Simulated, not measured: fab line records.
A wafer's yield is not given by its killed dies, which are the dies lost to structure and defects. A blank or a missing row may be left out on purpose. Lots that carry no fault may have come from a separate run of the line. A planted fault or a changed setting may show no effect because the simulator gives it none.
Which tool was responsible? | flow sfq-line | 39 wafers from 13 lots sampled at 5 of the route's 325 steps

== WHAT THE GAUGES READ, wafer by wafer ==
SFQ_I3_BOW_MEAS_922. Usual: I3_BOW typically reads 4 um, with standard deviation 8.5.
lot  | measured     | on            | I3_BOW (um) | flag
L497 | day 47 12:56 | film-metro-03 | 4 2 8       |
L498 | day 47 18:55 | film-metro-03 | -5 1 -2     |
L501 | day 50 07:09 | film-metro-02 | -3 -3 6     |
L502 | day 50 10:47 | film-metro-02 | -4 -11 -8   |
L503 | day 50 17:01 | film-metro-02 | 10 13 11    |
L505 | day 51 04:25 | film-metro-04 | 7 1 9       |
L507 | day 51 22:40 | film-metro-03 | -5 17 8     |
L508 | day 52 06:14 | film-metro-04 | -7 11 0     |
L509 | day 52 09:22 | film-metro-03 | -1 -1 -2    |
L510 | day 53 09:24 | film-metro-03 | 15 22 6     |
L514 | day 56 13:58 | film-metro-04 | 9 15 -2     |
L517 | day 57 18:50 | film-metro-04 | 14 5 9      |
L518 | day 57 21:50 | film-metro-03 | -2 -3 9     |

== WHAT TOOL EACH LOT RAN ON (gives the tool, then ch and the chambers of the sampled wafers, and finally the start) ==
lot  | SFQ_TRILAYER_I0_DEP_PECVD_027   | SFQ_TRILAYER_M1_DEP_SPUTTER_037 | SFQ_TRILAYER_M2_LITHO_COAT_062    | SFQ_TRILAYER_M2_BARC_OPEN_METAL_ETCH_077
L497 | pecvd-04 ch 0,1, day 11 15:15   | pvd-sputter-03, day 16 22:11    | litho-track-04 ch 0, day 29 22:53 | rie-metal-01 ch 0,1, day 34 15:35
L498 | pecvd-01 ch 0,1,2, day 12 00:47 | pvd-sputter-05, day 17 08:59    | litho-track-02 ch 0, day 30 05:49 | rie-metal-04 ch 0,1, day 34 21:34
L501 | pecvd-04 ch 0,1, day 13 06:47   | pvd-sputter-03, day 19 03:06    | litho-track-04 ch 0, day 31 21:25 | rie-metal-04 ch 0,1, day 37 03:28
L502 | pecvd-01 ch 0,2, day 13 16:23   | pvd-sputter-06, day 19 16:18    | litho-track-04 ch 0, day 32 04:48 | rie-metal-03 ch 0,1, day 37 11:52
L503 | pecvd-02 ch 0,1,2, day 13 18:47 | pvd-sputter-05, day 19 20:30    | litho-track-03 ch 0, day 32 08:49 | rie-metal-03 ch 0,1, day 37 16:29
L505 | pecvd-02 ch 0,1,2, day 14 05:23 | pvd-sputter-03, day 20 08:11    | litho-track-03 ch 0, day 32 16:46 | rie-metal-04 ch 0,1, day 38 04:30
L507 | pecvd-04 ch 0,1, day 14 13:47   | pvd-sputter-05, day 20 20:11    | litho-track-04 ch 0, day 33 02:22 | rie-metal-04 ch 0,1, day 38 21:17
L508 | pecvd-02 ch 0,1,2, day 14 16:11 | pvd-sputter-03, day 21 00:23    | litho-track-04 ch 0, day 33 06:03 | rie-metal-01 ch 0,1, day 39 02:04
L509 | pecvd-04 ch 0,1,2, day 14 17:23 | pvd-sputter-05, day 21 02:19    | litho-track-03 ch 0, day 33 07:12 | rie-metal-04 ch 0,1, day 39 04:28
L510 | pecvd-01 ch 0,1,2, day 16 10:11 | pvd-sputter-03, day 22 18:47    | litho-track-04 ch 0, day 34 07:22 | rie-metal-03 ch 0,1, day 40 10:31
L514 | pecvd-01 ch 0,1, day 17 23:23   | pvd-sputter-03, day 24 15:11    | litho-track-02 ch 0, day 37 08:55 | rie-metal-01 ch 0, day 43 15:55
L517 | pecvd-02 ch 0,1, day 19 07:55   | pvd-sputter-03, day 26 01:36    | litho-track-02 ch 0, day 39 00:21 | rie-metal-03 ch 0,1, day 44 18:19
L518 | pecvd-01 ch 0,2, day 20 03:24   | pvd-sputter-05, day 26 23:46    | litho-track-02 ch 0, day 39 14:04 | rie-metal-03 ch 0,1, day 45 03:55
- SFQ_TRILAYER_I0_DEP_PECVD_027: deposits SiO2 from SiH4/N2O, time 111.11 s, target thk 500 nm.
- SFQ_TRILAYER_M1_DEP_SPUTTER_037: material Nb, target thk 200 nm, time 133.3 s.
- SFQ_TRILAYER_M2_LITHO_COAT_062: resist thk 62 nm.
- SFQ_TRILAYER_M2_BARC_OPEN_METAL_ETCH_077: etches BARC in O2, target depth 125 nm, time 41.7 s.

== AS READ BY THE TOOLS THEMSELVES (means over the sampled wafers that have a number; for cases with no such wafer, the mark the record gives instead) ==
SFQ_TRILAYER_I0_DEP_PECVD_027. Usual: heater-power-w 98 W, standard deviation 10; throttle-valve-pct 24.2 %, standard deviation 1.
lot  | tool     | heater-power-w (W) | throttle-valve-pct (%) | flag
L497 | pecvd-04 | 85                 | 23.3                   |
L498 | pecvd-01 | 98                 | 23.2                   |
L501 | pecvd-04 | 85                 | 23.5                   |
L502 | pecvd-01 | 99                 | 23.5                   |
L503 | pecvd-02 | 99                 | 25.3                   |
L505 | pecvd-02 | 97                 | 25.4                   |
L507 | pecvd-04 | 90                 | 23.2                   |
L508 | pecvd-02 | 107                | 25.3                   |
L509 | pecvd-04 | 82                 | 23.4                   |
L510 | pecvd-01 | 98                 | 23.6                   |
L514 | pecvd-01 | 95                 | 23.6                   |
L517 | pecvd-02 | 98                 | 25.5                   |
L518 | pecvd-01 | 105                | 23.9                   |

SFQ_TRILAYER_M1_DEP_SPUTTER_037. Usual: 30.1 % for throttle-valve-pct, sd 0.99.
lot  | tool           | throttle-valve-pct (%) | flag
L497 | pvd-sputter-03 | 31.2                   |
L498 | pvd-sputter-05 | 29.3                   |
L501 | pvd-sputter-03 | 30.0                   |
L502 | pvd-sputter-06 | 29.8                   |
L503 | pvd-sputter-05 | 29.5                   |
L505 | pvd-sputter-03 | 31.1                   |
L507 | pvd-sputter-05 | 29.3                   |
L508 | pvd-sputter-03 | 30.9                   |
L509 | pvd-sputter-05 | 29.3                   |
L510 | pvd-sputter-03 | 30.9                   |
L514 | pvd-sputter-03 | 30.2                   |
L517 | pvd-sputter-03 | 30.6                   |
L518 | pvd-sputter-05 | 29.5                   |

SFQ_TRILAYER_M2_BARC_OPEN_METAL_ETCH_077. Usual: drypump-motor-current-A 6.0 A, standard deviation 0.46; oes-product-au 0.685 a.u., standard deviation 0.0043.
lot  | tool         | drypump-motor-current-A (A) | oes-product-au (a.u.) | flag
L497 | rie-metal-01 | 5.5                         | 0.685                 |
L498 | rie-metal-04 | 6.6                         | 0.688                 |
L501 | rie-metal-04 | 6.5                         | 0.685                 |
L502 | rie-metal-03 | 6.2                         | 0.680                 |
L503 | rie-metal-03 | 6.2                         | 0.685                 |
L505 | rie-metal-04 | 6.6                         | 0.687                 |
L507 | rie-metal-04 | 6.6                         | 0.685                 |
L508 | rie-metal-01 | 5.5                         | 0.684                 |
L509 | rie-metal-04 | 6.5                         | 0.687                 |
L510 | rie-metal-03 | 6.3                         | 0.676                 |
L514 | rie-metal-01 | 5.4                         | 0.690                 |
L517 | rie-metal-03 | 6.2                         | 0.689                 |
L518 | rie-metal-03 | 6.3                         | 0.687                 |

== THE ANSWER, worked out from the rows above alone ==
Rule: take the mean of a lot's wafers that have a number; if it is more than 3 standard deviations from the usual mean, the lot is off. A lot without any number at a reading at which 4 lots or more have one is off too. All remaining lots with rows at the step are treated as sound. Order of review: gauges by route order, followed by the tools' own readings, for which a lot's mean as printed above is used. At the first step where some lot is off, the reading lying furthest off is the one used; lots without a number count as furthest.
No lot is off at any reading shown: from this, nothing can be told.

== WHAT WAS PUT IN BY THE SIMULATOR ==
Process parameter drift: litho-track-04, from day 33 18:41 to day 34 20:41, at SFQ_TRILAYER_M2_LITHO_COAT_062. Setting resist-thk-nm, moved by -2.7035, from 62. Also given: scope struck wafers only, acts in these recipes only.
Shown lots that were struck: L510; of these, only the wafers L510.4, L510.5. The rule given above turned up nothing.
